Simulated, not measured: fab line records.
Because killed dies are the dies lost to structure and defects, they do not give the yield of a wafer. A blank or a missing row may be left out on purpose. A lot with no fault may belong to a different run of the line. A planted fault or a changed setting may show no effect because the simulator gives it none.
One fault through the eyes of 2 desks :: flow gf180mcu :: each desk has only its own numbers; what lay behind them comes last

== TOOL OWNER'S DESK, lpcvd-02 ==
The tool's own readings at GF_HV_LDD_CVD_56 (deposits Si3N4 from DCS/NH3, target thk 90 nm, time 1543 s): means of the sampled wafers that have a number, for each lot that ran on this tool. The brackets show how far a lot's mean lies from the usual mean; more than 4 standard deviations puts the lot out of limits, marked OUT.
Columns: A = spike_tc_centre_C at GF_HV_LDD_CVD_56, usual 770.2 C; B = spike_tc_top_C at GF_HV_LDD_CVD_56, usual 781.1 C; C = zone_power_centre_pct at GF_HV_LDD_CVD_56, usual 12.7 %
lot: L360
first seen here: day 12 12:04
A: 767.7
B: 778.7
C: 13.7

lot: L363
first seen here: day 13 05:25
A: 770.6
B: 783.9
C: 11.9

lot: L364
first seen here: day 13 16:03
A: 768.6
B: 779.6
C: 13.6

lot: L373
first seen here: day 16 21:01
A: 768.5
B: 779.2
C: 13.7

lot: L374
first seen here: day 17 01:11
A: 771.5
B: 784.8
C: 11.8

lot: L383
first seen here: day 20 05:52
A: 768.3
B: 779.2
C: 13.7
Result from this desk: across the 6 lots, nothing is out of limits.

== AT THE METROLOGY DESK ==
Means of the sampled wafers that have a number, per lot and without regard to the tool the lot ran on: this is what the gauges read. The brackets show how far a lot's mean lies from the usual mean; more than 4 standard deviations puts the lot out of limits, marked OUT.
Columns: A = NWELL_OVL at GF_NWELL_OVL_MEAS_07, usual 1.6 nm; B = HV_LDD_CVD_56_THK at GF_HV_LDD_THK_MEAS_57, usual 89.5 nm
lot: L360
first seen here: day 3 09:06
A: 1.4
B: 89.3

lot: L361
first seen here: day 3 12:46
A: 0.8
B: 90.0

lot: L363
first seen here: day 3 23:04
A: 2.2
B: 89.7

lot: L364
first seen here: day 4 04:17
A: 0.2
B: 89.3

lot: L366
first seen here: day 4 14:45
A: 2.2
B: 89.5

lot: L373
first seen here: day 6 08:11
A: 3.0
B: 96.3 (+10) OUT

lot: L374
first seen here: day 6 12:24
A: 1.8
B: 97.4 (+12) OUT

lot: L378
first seen here: day 7 09:52
A: 1.6
B: 89.3

lot: L380
first seen here: day 7 20:50
A: 4.6
B: 90.1

lot: L381
first seen here: day 8 02:25
A: -0.0
B: 90.2

lot: L383
first seen here: day 8 15:03
A: 1.8
B: 90.1
Per this desk, out of limits: L373, L374; the first was L373, day 16 22:26 (HV_LDD_CVD_56_THK at GF_HV_LDD_THK_MEAS_57). L360, L361, L363, L364, L366, L378, L380, L381, L383: within limits.

== ALL TOGETHER ==
Metrology desk: alarm possible at day 16 22:26 on L373, L374.
The desk of the tool owner found nothing out of limits.
The tool owner's desk has L373, L374 on record, within its limits.
The lots listed all ran GF_HV_LDD_CVD_56 on lpcvd-02.

== WHAT THE SIMULATOR PUT IN ==
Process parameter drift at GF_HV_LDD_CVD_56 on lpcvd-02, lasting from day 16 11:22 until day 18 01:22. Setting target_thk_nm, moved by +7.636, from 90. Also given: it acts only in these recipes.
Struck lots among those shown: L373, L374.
Delay in hours, fault start to first out-of-limits reading, per desk: metrology desk 11.
